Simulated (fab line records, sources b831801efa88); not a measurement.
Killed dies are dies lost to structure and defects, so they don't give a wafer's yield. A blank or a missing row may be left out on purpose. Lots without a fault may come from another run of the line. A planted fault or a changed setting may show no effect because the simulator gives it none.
One fault seen from 2 desks | flow sky130 | each desk has only its own numbers; what lay behind them comes last
Where a reading is given only as a bound, like >300, the bound stands for it, and a mean or a difference that rests on one is marked > or <: the true number lies beyond.

THE METROLOGY DESK
What the gauges read, lot by lot, whatever tool the lot ran on: means of the sampled wafers that have a number. A lot is out of limits, marked OUT, if its mean lies more than 4 standard deviations from the usual mean; the brackets give that distance.
Columns: A = VIA1_W_RS at SKY_VIA1_RS_MEAS_22, usual 0.430 ohm/sq; B = VIA1_W_THK at SKY_VIA1_THK_MEAS_23, usual 261 nm; C = METAL2_ALCU_RS at SKY_METAL2_RS_MEAS_05, usual 0.1267 ohm/sq
lot  | first seen here | A                        | B             | C
L587 | day 33 23:51    | 0.431                    | 258           | 0.1271
L588 | day 34 02:38    | 0.432                    | 259           | 0.1279
L589 | day 35 03:10    | 0.428                    | 266           | 0.1260
L593 | day 36 00:16    | 0.426                    | 261           | 0.1272
L594 | day 36 11:24    | 0.428                    | 263           | 0.1268
L595 | day 36 13:41    | 0.429                    | 266           | 0.1265
L598 | day 37 12:14    | 0.428                    | 263           | 0.1278
L599 | day 37 17:29    | 0.432                    | 257           | 0.1270
L604 | day 39 11:32    | 57.802 (+99 or more) OUT | <0 (<-77) OUT | -
L605 | day 39 17:36    | 58.439 (+99 or more) OUT | <0 (<-77) OUT | -
L606 | day 39 21:13    | 58.201 (+99 or more) OUT | <0 (<-77) OUT | -
L607 | day 40 03:51    | 0.435                    | 257           | 0.1264
L608 | day 40 11:22    | 0.435                    | 259           | 0.1244
L609 | day 41 15:35    | 0.428                    | 266           | 0.1260
L610 | day 41 16:32    | 0.426                    | 261           | 0.1262
This desk's finding: out of limits on L604, L605, L606; first on L604, day 39 11:32 (VIA1_W_RS at SKY_VIA1_RS_MEAS_22). In limits: L587, L588, L589, L593, L594, L595, L598, L599, L607, L608, L609, L610.

THE TOOL OWNER'S DESK: cvd_w-01
The tool's own readings at SKY_VIA1_CVD_21 (deposits W, target thk 270 nm, time 80.902 s): means of the sampled wafers that have a number, for each lot that ran on this tool. A lot is out of limits, marked OUT, if its mean lies more than 4 standard deviations from the usual mean; the brackets give that distance.
Columns: A = chamber_pressure_Torr at SKY_VIA1_CVD_21, usual 39.98 Torr; B = heater_power_outer_w at SKY_VIA1_CVD_21, usual 551 W; C = heater_power_w at SKY_VIA1_CVD_21, usual 908 W
lot  | first seen here | A     | B   | C
L587 | day 33 23:45    | 40.01 | 550 | 927
L594 | day 36 11:18    | 39.91 | 584 | 949
L599 | day 37 17:23    | 39.94 | 583 | 963
L607 | day 40 03:46    | 39.97 | 589 | 946
L609 | day 41 15:30    | 40.02 | 577 | 958
L610 | day 41 16:25    | 40.10 | 545 | 899
This desk's finding: nothing out of limits on any of the 6 lots.

PUT TOGETHER
The metrology desk could have raised an alarm at day 39 11:32, on L604, L605, L606.
The tool owner's desk saw nothing out of limits.
The tool owner's desk has no number on record for L604, L605, L606.
Of the lots named, all ran SKY_VIA1_CVD_21 on cvd_w-01.

WHAT THE SIMULATOR HAD PUT IN
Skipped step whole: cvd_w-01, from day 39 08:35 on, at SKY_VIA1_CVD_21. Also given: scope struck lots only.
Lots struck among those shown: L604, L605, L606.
Hours from the fault's start to each desk's first reading out of limits: the metrology desk, 3.
